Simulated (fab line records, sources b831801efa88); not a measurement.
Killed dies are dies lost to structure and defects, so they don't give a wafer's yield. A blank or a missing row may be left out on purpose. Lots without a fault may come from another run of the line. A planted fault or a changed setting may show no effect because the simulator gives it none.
fab line records | flow sky130
record lots=5 wafers=15 last_day=50
route steps=708 shown PWDE@48 NWELL@56 PAD_OPEN@708
lots that met no fault: from a run of the same line without faults
start_h: hours from the record's first day to the start of the lot's first wafer shown | wait_h: hours since the lot's step before | " the same as in the row above | L1.1+2: a row that stands for several wafers | - no value, or no start given | * or withheld: withheld | < > ~ a bound
route shown NAME@n: a module of which the file shows steps, and the number in the route of the first | usual: mean/standard deviation of fault-free wafers | same: alike in all rows | chamber/n: place in a boat | sites: the reading at each site | _std_site: their standard deviation | _edge_site: outer sites' mean less inner sites' | radius_mm: how far each site lies from the wafer's centre | mask NAME#n: copy n | behind: the tool/chamber that last shaped the wafer | hold: why the lot was held/for how many hours/how that ended | device: the transistor (n, p or np) that didn't switch | end of line: the same wafers' tests at the end of the route | a step without rows: its recipe alone | killed: dies lost to structure and defects at the first sort, not the wafer's yield | map: a wafer's dies, x killed, . not, _ none there
set.NAME: the setting as run; set.NAME@STEP: as run at that earlier step | model.NAME: the simulator's own value behind a step, which no gauge read
lots at some steps of the route; a table a step, a row a wafer
services: from which hour (start_h, from the record's first day; less than 0 if before it) a tool's chamber was out of use, for how many hours, and why
## steps
# step SKY_PWDE_SOFTBAKE_03
# recipe temp_c=110 time_s=withheld
# step SKY_PWDE_EXPOSE_04
# recipe mask_id=PWDEM na=0.6 source_shape=conventional sigma_outer=0.6 polarization=unpolarized target_cd_nm=840 dose_mj=214
# step SKY_PWDE_PEB_05
# recipe temp_c=115 time_s=withheld
# step SKY_PWDE_DEVELOP_06
# recipe wall_angle_deg=90 developer=TMAH develop_time_s=60 dev_temp_c=23
# step SKY_PWDE_OVL_MEAS_07
# usual PWDE_OVL=0.0/1.6
# columns lot.wafer tool chamber start_h wait_h PWDE_OVL[nm]
L959.2 overlay-01 - 77.87 - -1.0
L959.3 " - " " -1.3
L959.4 " - " " 0.2
L964.1 overlay-02 - 111.34 - 0.5
L964.3 " - " " 1.4
L964.6 " - " " 1.7
L965.3 overlay-02 - 115.26 - -2.3
L965.5 " - " " -4.0
L965.6 " - " " -1.9
L968.1 overlay-01 - 133.71 - -1.0
L968.4 " - " " 0.1
L968.5 " - " " -0.4
L977.1 overlay-01 - 184.80 - -0.1
L977.2 " - " " 0.4
L977.5 " - " " -0.9
# step SKY_PWDE_IMPLANT_08
# recipe species=B energy_kev=150 dose_cm2=3.6e+12 tilt_deg=withheld
# step SKY_PWDE_STRIP_09
# recipe chemistry=O2/N2 power_w=1400 pressure_mtorr=1500 platen_temp_c=withheld o2_flow_sccm=3000 n2_flow_sccm=300 overash_fraction=0.5
# usual drypump_motor_current_A=5.8/0.5 oes_product_au=0.723/0.0043 strip_time_to_endpoint_s=36.93/0.11
# columns lot.wafer tool chamber start_h wait_h drypump_motor_current_A oes_product_au rf_hours_counter_h strip_time_to_endpoint_s
L959.2 plasma_asher-01 0 78.05 0.1 5.8 0.725 38 37.10
L959.3 " 0 " " 5.8 0.718 - 37.17
L959.4 " 1 " " 4.8 0.724 - 37.00
L964.1 plasma_asher-02 1 111.54 0.1 6.0 0.712 29 36.92
L964.3 " 1 " " 6.0 0.724 - 37.00
L964.6 " 0 " " 6.4 0.722 - 36.93
L965.3 plasma_asher-03 1 115.47 0.1 6.0 0.720 - 36.95
L965.5 " 1 " " 6.0 0.721 - 36.89
L965.6 " 0 " " 6.1 0.719 - 36.91
L968.1 plasma_asher-03 1 133.90 0.1 6.0 0.725 46 36.96
L968.4 " 1 " " 6.0 0.724 - 36.84
L968.5 " 1 " " 6.0 0.724 - 36.89
L977.1 plasma_asher-02 0 184.99 0.1 6.4 0.714 35 36.77
L977.2 " 1 " " 6.0 0.716 35 36.73
L977.5 " 1 " " 6.0 0.725 - 36.84
# step SKY_PWDE_TW_MEAS_10
# usual PWDE_TW=374.5/1.9
# columns lot.wafer tool chamber start_h wait_h PWDE_TW
L959.2 film_metro-01 - 78.16 0.1 371.4
L959.3 " - " " 370.4
L959.4 " - " " 372.1
L964.1 film_metro-01 - 111.64 0.1 373.9
L964.3 " - " " 375.4
L964.6 " - " " 374.1
L965.3 film_metro-01 - 115.56 0.1 373.4
L965.5 " - " " 375.3
L965.6 " - " " 374.2
L968.1 film_metro-01 - 134.00 0.1 373.0
L968.4 " - " " 373.3
L968.5 " - " " 373.3
L977.1 film_metro-01 - 185.09 0.1 375.2
L977.2 " - " " 375.4
L977.5 " - " " 372.5
# step SKY_NWELL_DEHYDRATE_03
# recipe temp_c=200 time_s=60
# step SKY_NWELL_HMDS_04
# recipe prime_time_s=60 prime_temp_c=120
# step SKY_NWELL_COAT_05
# recipe spin_rpm=2000 resist_thk_nm=3000
# step SKY_NWELL_SOFTBAKE_06
# recipe temp_c=110 time_s=withheld
# step SKY_NWELL_EXPOSE_07
# recipe mask_id=NWM na=0.6 source_shape=conventional sigma_outer=0.6 polarization=unpolarized target_cd_nm=840 dose_mj=255
# columns lot.wafer tool chamber start_h wait_h mask
L959.2+3+4 iline_stepper-01 0 86.92 - NWM#0
L964.1+3+6 iline_stepper-01 0 121.25 - NWM#0
L965.3+5+6 iline_stepper-01 0 125.39 - NWM#0
L968.1+4+5 iline_stepper-02 0 143.21 - NWM#0
L977.1+2+5 iline_stepper-02 0 195.75 - NWM_R1#0
# step SKY_NWELL_PEB_08
# recipe temp_c=115 time_s=withheld
# step SKY_PAD_OPEN_PROBE_99
# usual killed_at_M0_to_M3=43/6.7 killed_at_M4_up=3.2/1.8 killed_at_contacts=25/5.2 killed_at_front_end=15/4.4 killed_at_other=0.2/0.4 killed_dies=87/9.3 killed_on_rim=17/4 killed_open=48/7.1 killed_short=39/6
# same gross_dies=492 killed_at_back_side=0
# columns lot.wafer tool chamber start_h wait_h killed_at_M0_to_M3 killed_at_M4_up killed_at_contacts killed_at_front_end killed_at_other killed_dies killed_on_rim killed_open killed_short model.etest.res_nwell.width_nm model.etest.res_iso_pwell.width_nm
L959.2 prober-01 - 1084.18 0.1 48 5 33 11 0 97 20 52 45 839 2643
L959.3 prober-01 - 1084.23 0.2 51 3 16 17 0 87 19 37 50 837.6 2649
L959.4 prober-01 - 1084.28 0.2 39 3 31 11 0 84 14 44 40 836.8 2634
L964.1 prober-01 - 1120.18 0.1 43 4 20 12 0 79 13 52 27 837 2654
L964.3 prober-01 - 1120.28 0.2 44 0 28 14 0 86 21 44 42 835.5 2660
L964.6 prober-01 - 1120.43 0.2 42 2 21 23 0 88 14 43 45 833.4 2652
L965.3 prober-01 - 1122.87 0.2 27 4 32 17 0 80 20 46 34 825.7 2657
L965.5 prober-01 - 1122.97 0.2 46 5 28 9 0 88 24 46 42 826.2 2654
L965.6 prober-01 - 1123.02 0.2 41 1 27 14 0 83 13 47 36 826.9 2661
L968.1 prober-01 - 1152.42 0.1 45 2 22 11 1 81 21 45 36 833.1 2657
L968.4 prober-01 - 1152.57 0.2 42 2 24 18 1 87 16 47 40 833 2649
L968.5 prober-01 - 1152.62 0.2 41 3 24 11 0 79 22 46 33 832.3 2642
L977.1 prober-01 - 1188.72 0.1 51 4 38 12 0 105 19 51 54 785 2681
L977.2 prober-01 - 1188.77 0.1 48 4 29 23 1 105 22 48 57 786.4 2689
L977.5 prober-01 - 1188.92 0.2 47 7 22 15 0 91 19 55 36 788.3 2685
# killed by level:class
L959.2 LI_CONTACT:geometric_particle:open=12 METAL1:geometric_particle:short=11 VIA1:geometric_particle:open=10 VIA3:geometric_particle:open=9 LOCAL_INTERCONNECT:geometric_particle:short=6 CONTACT:geometric_particle:short=6 VIA2:geometric_particle:open=5 METAL2:geometric_particle:short=5
L959.3 VIA1:geometric_particle:short=8 VIA3:geometric_particle:open=7 METAL1:geometric_particle:short=7 POLY_GATE:geometric_particle:short=6 LOCAL_INTERCONNECT:geometric_particle:short=6 VIA1:geometric_particle:open=6 CONTACT:geometric_particle:short=5 VIA3:geometric_particle:short=5
L959.4 VIA1:geometric_particle:open=10 CONTACT:geometric_particle:open=8 LI_CONTACT:geometric_particle:open=7 METAL1:geometric_particle:short=7 VIA2:geometric_particle:open=6 POLY_GATE:geometric_particle:open=5 LI_CONTACT:geometric_particle:short=5 CONTACT:geometric_particle:short=5
L964.1 VIA1:geometric_particle:open=12 VIA3:geometric_particle:open=7 CONTACT:geometric_particle:open=7 LI_CONTACT:geometric_particle:open=5 VIA2:geometric_particle:open=5 FIELD_ISO:geometric_particle:open=4 CONTACT:geometric_particle:short=4 VIA1:geometric_particle:short=4
L964.3 LI_CONTACT:geometric_particle:open=9 METAL1:geometric_particle:short=8 METAL2:geometric_particle:short=7 CONTACT:geometric_particle:short=7 CONTACT:geometric_particle:open=7 VIA3:geometric_particle:open=7 VIA2:geometric_particle:open=6 FIELD_ISO:geometric_particle:short=5
L964.6 FIELD_ISO:geometric_particle:open=10 VIA3:geometric_particle:short=10 VIA2:geometric_particle:open=7 CONTACT:geometric_particle:open=7 LI_CONTACT:geometric_particle:open=6 VIA2:geometric_particle:short=6 FIELD_ISO:geometric_particle:short=5 LOCAL_INTERCONNECT:geometric_particle:short=5
L965.3 CONTACT:geometric_particle:open=16 LI_CONTACT:geometric_particle:open=8 POLY_GATE:geometric_particle:short=6 VIA1:geometric_particle:open=6 FIELD_ISO:geometric_particle:short=5 VIA2:geometric_particle:open=5 LI_CONTACT:geometric_particle:short=4 METAL1:geometric_particle:short=4
L965.5 CONTACT:geometric_particle:open=13 VIA1:geometric_particle:open=10 METAL1:geometric_particle:short=7 VIA2:geometric_particle:open=6 CONTACT:geometric_particle:short=6 VIA1:geometric_particle:short=5 METAL4:geometric_particle:short=5 METAL2:geometric_particle:short=5
L965.6 CONTACT:geometric_particle:open=11 VIA1:geometric_particle:open=9 VIA3:geometric_particle:open=7 LI_CONTACT:geometric_particle:open=6 VIA1:geometric_particle:short=6 METAL2:geometric_particle:short=6 FIELD_ISO:geometric_particle:open=4 VIA3:geometric_particle:short=4
L968.1 LI_CONTACT:geometric_particle:open=8 CONTACT:geometric_particle:open=7 VIA1:geometric_particle:open=7 VIA2:geometric_particle:open=7 VIA3:geometric_particle:open=6 FIELD_ISO:geometric_particle:short=5 METAL1:geometric_particle:short=5 VIA1:geometric_particle:short=5
L968.4 CONTACT:geometric_particle:open=10 VIA3:geometric_particle:open=9 VIA1:geometric_particle:open=9 LOCAL_INTERCONNECT:geometric_particle:short=5 METAL1:geometric_particle:short=5 FIELD_ISO:geometric_particle:short=4 FIELD_ISO:geometric_particle:open=4 LI_CONTACT:geometric_particle:open=4
L968.5 LI_CONTACT:geometric_particle:open=9 VIA2:geometric_particle:open=8 CONTACT:geometric_particle:open=7 VIA3:geometric_particle:open=5 VIA1:geometric_particle:short=5 VIA3:geometric_particle:short=5 POLY_GATE:geometric_particle:open=4 CONTACT:geometric_particle:short=4
L977.1 VIA1:geometric_particle:open=14 CONTACT:geometric_particle:open=13 CONTACT:geometric_particle:short=8 METAL1:geometric_particle:short=8 LI_CONTACT:geometric_particle:open=7 LOCAL_INTERCONNECT:geometric_particle:short=7 FIELD_ISO:geometric_particle:short=6 VIA3:geometric_particle:short=6
L977.2 VIA1:geometric_particle:open=10 FIELD_ISO:geometric_particle:short=9 CONTACT:geometric_particle:open=8 CONTACT:geometric_particle:short=8 VIA3:geometric_particle:open=7 LOCAL_INTERCONNECT:geometric_particle:short=7 VIA1:geometric_particle:short=6 VIA2:geometric_particle:open=6
L977.5 VIA1:geometric_particle:open=12 CONTACT:geometric_particle:open=10 VIA2:geometric_particle:open=8 FIELD_ISO:geometric_particle:open=7 METAL1:geometric_particle:short=7 METAL2:geometric_particle:short=5 VIA3:geometric_particle:open=5 LI_CONTACT:geometric_particle:open=4
## services
# columns tool chamber start_h hours kind
iline_stepper-01 - 59.24 2.1 pm
iline_stepper-01 - 61.32 - consumable_replace:lamp
plasma_asher-03 - 105.98 2.8 pm
plasma_asher-01 - 108.75 9.0 pm
plasma_asher-01 0 108.75 9.0 vent_cycle
plasma_asher-01 1 108.75 9.0 vent_cycle
plasma_asher-01 0 117.75 - clean
plasma_asher-01 1 117.75 - clean
plasma_asher-02 - 128.01 9.0 repair
iline_stepper-02 - 177.73 4.4 pm
iline_stepper-01 - 189.74 1.7 pm
## key
first_sign step=SKY_NWELL_EXPOSE_07 reading=mask direction=changed
effect none on later readings
model_effect step=SKY_PAD_OPEN_PROBE_99 value=etest.res_nwell.width_nm without=828.6 struck=786.6
met_at SKY_NWELL_EXPOSE_07
struck_wafers L977.1,L977.2,L977.5
tester_left_out L977
onset_between 143.21 195.75
fault kind=wrong_mask tool=any chamber=- onset_h=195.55 steps=SKY_NWELL_EXPOSE_07 aux_copy=NWM_R1#0 cd_offset_nm=-42 scope=struck_lots_only
# tester_left_out: of these lots the tester's yield and bins aren't shown, on N5 and GAA mostly nor the transistor test; their killed dies are dies lost to structure and defects alone, not to doping, threshold or leakage, so they don't give the yield
